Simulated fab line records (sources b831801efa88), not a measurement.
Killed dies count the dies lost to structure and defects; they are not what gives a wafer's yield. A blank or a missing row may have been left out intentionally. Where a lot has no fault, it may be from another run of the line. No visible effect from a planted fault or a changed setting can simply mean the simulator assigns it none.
A single fault, viewed from 2 desks	flow sky130	each desk has only its own numbers; what lay behind them comes last

## TOOL OWNER'S DESK, plasma_asher-03
The tool's own readings at SKY_LDD_P_STRIP_10 (strips in O2/N2): means of the sampled wafers that have a number, for each lot that ran on this tool. Marked OUT: a lot whose mean sits more than 4 standard deviations from the usual mean, which makes it out of limits; the brackets give that distance.
Columns: A = chamber_pressure_mTorr at SKY_LDD_P_STRIP_10, usual 1499.9 mTorr; B = drypump_motor_current_A at SKY_LDD_P_STRIP_10, usual 5.6 A; C = oes_product_au at SKY_LDD_P_STRIP_10, usual 0.715 a.u.; D = strip_time_to_endpoint_s at SKY_LDD_P_STRIP_10, usual 14.20 s
lot	first seen here	A	B	C	D
L964	day 19 14:10	1497.9	5.6	0.714	14.22
L967	day 19 22:50	1499.5	5.3	0.957 (+50) OUT	-
L982	day 26 04:02	1499.5	5.5	0.717	14.21
L984	day 26 11:58	1500.4	5.5	0.722	14.14
This desk's verdict: out of limits on L967, starting with L967 at day 19 22:50 (oes_product_au at SKY_LDD_P_STRIP_10). L964, L982, L984: within limits.

## THE METROLOGY DESK
What the gauges read for every lot (on any tool): the sampled wafers with a number, averaged. Marked OUT: a lot whose mean sits more than 4 standard deviations from the usual mean, which makes it out of limits; the brackets give that distance.
Columns: A = POLY_GATE_CVD_00_THK at SKY_POLY_GATE_THK_MEAS_01, usual 179.4 nm; B = POLY_GATE_CVD_03_THK at SKY_POLY_GATE_THK_MEAS_04, usual 73.9 nm; C = LDD_HVN_TW at SKY_LDD_HVN_TW_MEAS_10, usual 1433
lot	first seen here	A	B	C
L964	day 14 03:31	177.7	74.5	1438
L967	day 14 20:11	179.1	74.2	1290 (-16) OUT
L968	day 15 10:23	181.2	73.2	1421
L976	day 19 10:58	179.1	73.3	1443
L982	day 20 23:14	179.8	74.3	1439
L984	day 21 07:35	178.1	74.2	1420
L983	day 21 09:23	178.8	73.9	1441
L986	day 21 16:05	179.9	74.0	1430
L985	day 21 20:04	181.0	74.3	1431
L987	day 22 03:01	180.5	73.2	1431
This desk's result: L967 out of limits, first on L967 (LDD_HVN_TW at SKY_LDD_HVN_TW_MEAS_10), day 21 05:18. L964, L968, L976, L982, L984, L983, L986, L985, L987: within limits.

## ALL TOGETHER
The tool owner's desk had the chance to raise an alarm at day 19 22:50 on L967.
At day 21 05:18 the metrology desk could have sounded an alarm, on L967.
Every lot named ran SKY_LDD_P_STRIP_10 on plasma_asher-03.

## WHAT THE SIMULATOR PUT IN
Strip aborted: plasma_asher-03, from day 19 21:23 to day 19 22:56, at SKY_LDD_P_STRIP_10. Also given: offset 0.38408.
Struck lots among those shown: L967.
Counting hours from when the fault started, the first reading out of limits came at 1 for the tool owner's desk and at 32 for the metrology desk.
